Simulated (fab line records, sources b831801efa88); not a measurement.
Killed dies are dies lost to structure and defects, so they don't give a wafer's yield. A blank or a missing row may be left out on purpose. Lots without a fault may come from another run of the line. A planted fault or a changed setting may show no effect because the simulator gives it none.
fab line records | flow sky130 | part 2 of 2: steps 23 to 23 of 23
record lots=7 wafers=21 last_day=51
route steps=708 shown CAP2M@614 METAL4@621 PAD_OPEN@708
lots that met no fault: from a run of the same line without faults
start_h: hours from the record's first day to the start of the lot's first wafer shown | wait_h: hours since the lot's step before | " the same as in the row above | L1.1+2: a row that stands for several wafers | - no value, or no start given | * or withheld: withheld | < > ~ a bound
route shown NAME@n: a module of which the file shows steps, and the number in the route of the first | usual: mean/standard deviation of fault-free wafers | same: alike in all rows | chamber/n: place in a boat | sites: the reading at each site | _std_site: their standard deviation | _edge_site: outer sites' mean less inner sites' | radius_mm: how far each site lies from the wafer's centre | mask NAME#n: copy n | behind: the tool/chamber that last shaped the wafer | hold: why the lot was held/for how many hours/how that ended | device: the transistor (n, p or np) that didn't switch | end of line: the same wafers' tests at the end of the route | a step without rows: its recipe alone | killed: dies lost to structure and defects at the first sort, not the wafer's yield | map: a wafer's dies, x killed, . not, _ none there
set.NAME: the setting as run; set.NAME@STEP: as run at that earlier step | model.NAME: the simulator's own value behind a step, which no gauge read
lots at some steps of the route; a table a step, a row a wafer
services: from which hour (start_h, from the record's first day; less than 0 if before it) a tool's chamber was out of use, for how many hours, and why
## steps
# step SKY_PAD_OPEN_PROBE_99
# usual defect_limited_yield=82.7/1.9 killed_at_M0_to_M3=43/7.3 killed_at_M4_up=3.2/1.9 killed_at_contacts=24/5.5 killed_at_front_end=15/4.7 killed_at_other=0.5/0.75 killed_dies=85/9.5 killed_open=46/7 killed_short=38/7.4 sort_bin_3_pad_short=0.9/0.43 sort_bin_5_function=10.1/1.4 sort_bin_6_memory=6.3/1 sort_bin_8_speed=0.2/0.37 sort_n_pass=406/9.4 sort_yield_pct=82.5/1.9
# same gross_dies=492 killed_at_back_side=0 sort_bin_4_leakage[%]=0
# columns lot.wafer tool chamber start_h wait_h defect_limited_yield[%] killed_at_M0_to_M3 killed_at_M4_up killed_at_contacts killed_at_front_end killed_at_other killed_dies killed_open killed_short sort_bin_3_pad_short[%] sort_bin_5_function[%] sort_bin_6_memory[%] sort_bin_8_speed[%] sort_n_pass sort_yield_pct[%] model.etest.met4.width_nm model.etest.met4.line_ohm_um
L837.1 prober-01 - 1150.04 0.1 81.5 48 2 23 18 0 91 51 39 1.0 10.6 6.9 0.2 400 81.3 302.2 0.1359
L837.2 prober-01 - 1150.09 0.1 83.9 32 2 21 23 1 79 35 42 0.6 9.6 5.9 0.2 412 83.7 302.9 0.1378
L837.5 prober-01 - 1150.24 0.2 85.8 34 1 21 14 0 70 46 24 0.8 8.1 5.3 0.2 421 85.6 302.6 0.1378
L839.1 prober-01 - 1156.24 0.1 79.3 53 3 27 19 0 102 50 52 0.8 12.2 7.7 0 390 79.3 293.1 0.1436
L839.3 prober-01 - 1156.34 0.2 83.3 55 4 7 16 0 82 35 47 0.4 10.4 5.9 0 410 83.3 300.1 0.1365
L839.4 prober-01 - 1156.39 0.2 84.8 37 0 20 17 1 75 40 35 0.6 9.6 5.1 0 417 84.8 297.4 0.1441
L840.2 prober-02 - 1163.89 0.1 86.6 33 4 20 9 0 66 31 35 1.0 7.7 4.7 0.2 425 86.4 315.2 0.1317
L840.3 prober-02 - 1163.94 0.2 87.8 35 1 16 8 0 60 33 27 0.6 7.5 4.1 0.4 430 87.4 318.5 0.1274
L840.5 prober-02 - 1164.04 0.2 81.5 50 4 25 12 0 91 47 44 1.0 10.4 7.1 0 401 81.5 314.8 0.1309
L841.3 prober-01 - 1166.84 0.2 79.1 58 2 23 20 0 103 59 44 1.8 12.8 6.3 0 389 79.1 317.2 0.1339
L841.4 prober-01 - 1166.89 0.2 82.5 43 3 20 19 1 86 46 39 1.0 11.0 5.5 0 406 82.5 314.1 0.1357
L841.6 prober-01 - 1166.99 0.2 79.7 58 5 26 10 1 100 59 40 0.2 12.4 7.7 0 392 79.7 311.9 0.1345
L844.1 prober-02 - 1180.77 0.1 84.1 34 2 22 20 0 78 42 36 0.8 9.3 5.7 1.4 407 82.7 313.9 0.1357
L844.4 prober-02 - 1180.92 0.2 84.1 34 1 26 17 0 78 50 27 0.4 8.3 7.1 0 414 84.1 314.4 0.1319
L844.5 prober-02 - 1180.97 0.2 86.4 35 1 20 11 0 67 34 33 0.8 8.7 4.1 2.4 413 83.9 312.2 0.135
L848.1 prober-01 - 1201.84 0.1 83.3 43 3 22 14 0 82 44 37 0.6 10.4 5.7 0.4 408 82.9 302.1 0.1404
L848.3 prober-01 - 1201.94 0.2 83.9 39 2 24 14 0 79 51 27 0.4 11.8 3.9 0 413 83.9 303 0.1381
L848.6 prober-01 - 1202.09 0.2 81.5 41 7 24 18 1 91 41 50 0.8 9.1 8.5 0 401 81.5 309 0.1349
L851.2 prober-02 - 1213.39 0.1 85.6 31 6 18 15 1 71 35 36 0.8 10.0 3.7 0.2 420 85.4 303.1 0.1395
L851.4 prober-02 - 1213.49 0.2 82.3 45 4 25 13 0 87 51 36 1.0 10.0 6.7 0 405 82.3 306.7 0.1374
L851.6 prober-02 - 1213.59 0.2 83.1 37 4 24 18 0 83 46 36 0.6 8.5 7.7 0.2 408 82.9 301.9 0.1384
# killed by level:class
L837.1 VIA1:geometric_particle:open=12 LI_CONTACT:geometric_particle:open=8 METAL1:geometric_particle:short=7 VIA2:geometric_particle:open=7 CONTACT:geometric_particle:open=6 VIA2:geometric_particle:short=6 FIELD_ISO:geometric_particle:open=5 VIA3:geometric_particle:open=5
L837.2 POLY_GATE:geometric_particle:short=9 CONTACT:geometric_particle:open=9 LI_CONTACT:geometric_particle:open=7 VIA3:geometric_particle:short=6 FIELD_ISO:geometric_particle:short=5 VIA1:geometric_particle:open=5 VIA2:geometric_particle:open=5 LOCAL_INTERCONNECT:geometric_particle:short=4
L837.5 FIELD_ISO:geometric_particle:open=9 VIA1:geometric_particle:open=9 CONTACT:geometric_particle:open=7 LI_CONTACT:geometric_particle:open=7 VIA3:geometric_particle:open=6 VIA1:geometric_particle:short=5 METAL1:geometric_particle:short=4 VIA2:geometric_particle:open=4
L839.1 VIA1:geometric_particle:open=13 POLY_GATE:geometric_particle:short=9 CONTACT:geometric_particle:open=9 VIA3:geometric_particle:open=8 METAL2:geometric_particle:short=8 LI_CONTACT:geometric_particle:open=7 VIA3:geometric_particle:short=7 LOCAL_INTERCONNECT:geometric_particle:short=5
L839.3 VIA1:geometric_particle:open=14 METAL2:geometric_particle:short=8 VIA3:geometric_particle:open=8 VIA1:geometric_particle:short=7 POLY_GATE:geometric_particle:short=6 FIELD_ISO:geometric_particle:short=5 METAL1:geometric_particle:short=4 VIA2:geometric_particle:open=4
L839.4 VIA1:geometric_particle:open=12 LOCAL_INTERCONNECT:geometric_particle:short=8 LI_CONTACT:geometric_particle:open=7 FIELD_ISO:geometric_particle:short=6 VIA3:geometric_particle:open=6 METAL2:geometric_particle:short=5 FIELD_ISO:geometric_particle:open=4 VIA1:geometric_particle:short=4
L840.2 VIA2:geometric_particle:open=8 VIA3:geometric_particle:open=7 FIELD_ISO:geometric_particle:short=6 CONTACT:geometric_particle:open=6 LI_CONTACT:geometric_particle:open=5 METAL2:geometric_particle:short=5 METAL4:geometric_particle:short=3 LI_CONTACT:geometric_particle:short=3
L840.3 VIA1:geometric_particle:open=7 CONTACT:geometric_particle:open=6 VIA3:geometric_particle:open=6 LI_CONTACT:geometric_particle:open=4 CONTACT:geometric_particle:short=4 METAL2:geometric_particle:short=4 VIA2:geometric_particle:open=4 POLY_GATE:geometric_particle:short=3
L840.5 VIA1:geometric_particle:open=10 VIA2:geometric_particle:open=8 CONTACT:geometric_particle:open=8 VIA3:geometric_particle:open=7 CONTACT:geometric_particle:short=6 VIA1:geometric_particle:short=6 METAL2:geometric_particle:short=6 POLY_GATE:geometric_particle:short=5
L841.3 VIA1:geometric_particle:open=13 CONTACT:geometric_particle:open=9 METAL1:geometric_particle:short=9 LI_CONTACT:geometric_particle:open=7 VIA2:geometric_particle:open=7 POLY_GATE:geometric_particle:open=6 VIA3:geometric_particle:open=6 METAL2:geometric_particle:short=6
L841.4 VIA1:geometric_particle:open=10 CONTACT:geometric_particle:open=9 FIELD_ISO:geometric_particle:short=7 VIA2:geometric_particle:short=7 VIA3:geometric_particle:open=6 VIA2:geometric_particle:open=5 SPACER:geometric_particle:short=5 LI_CONTACT:geometric_particle:open=4
L841.6 VIA1:geometric_particle:open=13 VIA3:geometric_particle:open=12 LI_CONTACT:geometric_particle:open=11 CONTACT:geometric_particle:open=10 METAL2:geometric_particle:short=7 METAL1:geometric_particle:short=6 VIA2:geometric_particle:short=6 POLY_GATE:geometric_particle:short=5
L844.1 CONTACT:geometric_particle:open=9 POLY_GATE:geometric_particle:short=7 LI_CONTACT:geometric_particle:open=7 VIA1:geometric_particle:open=7 POLY_GATE:geometric_particle:open=5 VIA1:geometric_particle:short=5 METAL1:geometric_particle:short=4 VIA2:geometric_particle:open=4
L844.4 CONTACT:geometric_particle:open=10 VIA1:geometric_particle:open=9 LI_CONTACT:geometric_particle:open=6 LOCAL_INTERCONNECT:geometric_particle:short=6 VIA3:geometric_particle:open=6 POLY_GATE:geometric_particle:open=5 FIELD_ISO:geometric_particle:open=4 CONTACT:geometric_particle:short=4
L844.5 CONTACT:geometric_particle:open=8 VIA2:geometric_particle:open=8 METAL1:geometric_particle:short=7 LI_CONTACT:geometric_particle:open=5 VIA1:geometric_particle:open=5 FIELD_ISO:geometric_particle:short=4 METAL2:geometric_particle:short=4 POLY_GATE:geometric_particle:open=3
L848.1 VIA2:geometric_particle:open=9 LI_CONTACT:geometric_particle:open=8 CONTACT:geometric_particle:open=8 VIA1:geometric_particle:open=8 METAL3:geometric_particle:short=7 FIELD_ISO:geometric_particle:short=5 VIA3:geometric_particle:open=5 CONTACT:geometric_particle:short=4
L848.3 LI_CONTACT:geometric_particle:open=11 VIA1:geometric_particle:open=9 VIA3:geometric_particle:open=9 CONTACT:geometric_particle:open=6 VIA2:geometric_particle:open=6 METAL1:geometric_particle:short=5 FIELD_ISO:geometric_particle:open=3 FIELD_ISO:geometric_particle:short=3
L848.6 VIA1:geometric_particle:open=10 LI_CONTACT:geometric_particle:open=8 VIA1:geometric_particle:short=7 VIA3:geometric_particle:open=6 METAL1:geometric_particle:short=5 LOCAL_INTERCONNECT:geometric_particle:short=5 METAL4:geometric_particle:short=5 POLY_GATE:geometric_particle:short=4
L851.2 LI_CONTACT:geometric_particle:open=7 VIA1:geometric_particle:short=6 CONTACT:geometric_particle:open=5 METAL4:geometric_particle:short=5 METAL2:geometric_particle:short=5 FIELD_ISO:geometric_particle:short=4 POLY_GATE:geometric_particle:open=4 VIA2:geometric_particle:open=4
L851.4 VIA1:geometric_particle:open=10 LI_CONTACT:geometric_particle:open=9 VIA3:geometric_particle:open=9 CONTACT:geometric_particle:open=8 METAL2:geometric_particle:short=5 METAL1:geometric_particle:short=5 POLY_GATE:geometric_particle:open=4 VIA1:geometric_particle:short=4
L851.6 CONTACT:geometric_particle:open=9 VIA1:geometric_particle:open=8 VIA2:geometric_particle:open=8 LI_CONTACT:geometric_particle:open=6 VIA1:geometric_particle:short=6 METAL1:geometric_particle:short=5 FIELD_ISO:geometric_particle:open=4 CONTACT:geometric_particle:short=4
## services
# columns tool chamber start_h hours kind
krf_scanner-01 - 1021.04 1.3 pm
rie_metal-03 1 1026.07 1.4 repair
krf_scanner-02 - 1028.13 0.4 repair
rie_metal-01 - 1030.85 2.8 pm
krf_scanner-02 - 1047.51 4.4 pm
krf_scanner-01 - 1058.41 3.0 pm
rie_diel-01 - 1064.05 1.8 repair
rie_metal-01 - 1066.78 4.3 pm
plasma_asher-01 - 1070.97 6.3 repair
rie_diel-01 0 1074.71 10.0 repair
rie_diel-01 2 1075.31 2.9 repair
plasma_asher-03 - 1077.42 73.7 repair
krf_scanner-01 - 1094.79 0.8 pm
krf_scanner-02 - 1102.26 4.0 repair
rie_diel-01 2 1104.34 22.0 repair
rie_diel-01 1 1105.67 10.1 repair
krf_scanner-01 - 1108.92 0.4 repair
krf_scanner-01 - 1116.60 2.9 repair
krf_scanner-02 - 1119.54 0.8 pm
rie_diel-01 - 1122.83 1.0 repair
krf_scanner-01 - 1125.63 2.6 repair
rie_diel-01 2 1128.11 11.5 repair
rie_diel-01 1 1132.37 2.5 repair
rie_metal-01 1 1136.10 16.3 repair
## key
first_sign step=SKY_METAL4_EXPOSE_10 reading=exposure_dose_mJ_cm2 direction=down sigmas=74 usual=* struck=*
effect step=SKY_METAL4_CD_MEAS_13 reading=cd_nm direction=up sigmas=8.8 usual=300.2 struck=313.1 through=control_loop
model_effect step=SKY_METAL4_DESCUM_15 value=METAL4.cd_nm without=300 struck=313.1
model_effect step=SKY_METAL4_METAL_ETCH_18 value=METAL4.cd_nm without=301.7 struck=314.9
model_effect step=SKY_PAD_OPEN_PROBE_99 value=etest.met4.width_nm without=301.5 struck=314.7
met_at SKY_METAL4_EXPOSE_10
struck_wafers L840.2,L840.3,L840.5,L841.3,L841.4,L841.6,L844.1,L844.4,L844.5
loop_trim step=SKY_METAL4_EXPOSE_10 setting=dose lots=L844
onset_between 1057.41 1066.09
fault kind=process_parameter_drift tool=krf_scanner-01 chamber=- onset_h=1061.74 steps=SKY_METAL4_EXPOSE_10 channel=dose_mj offset=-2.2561 shape=step acts_in=these_recipes_only stated=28
# loop_trim: a control loop set the setting to another value than it would have without faults
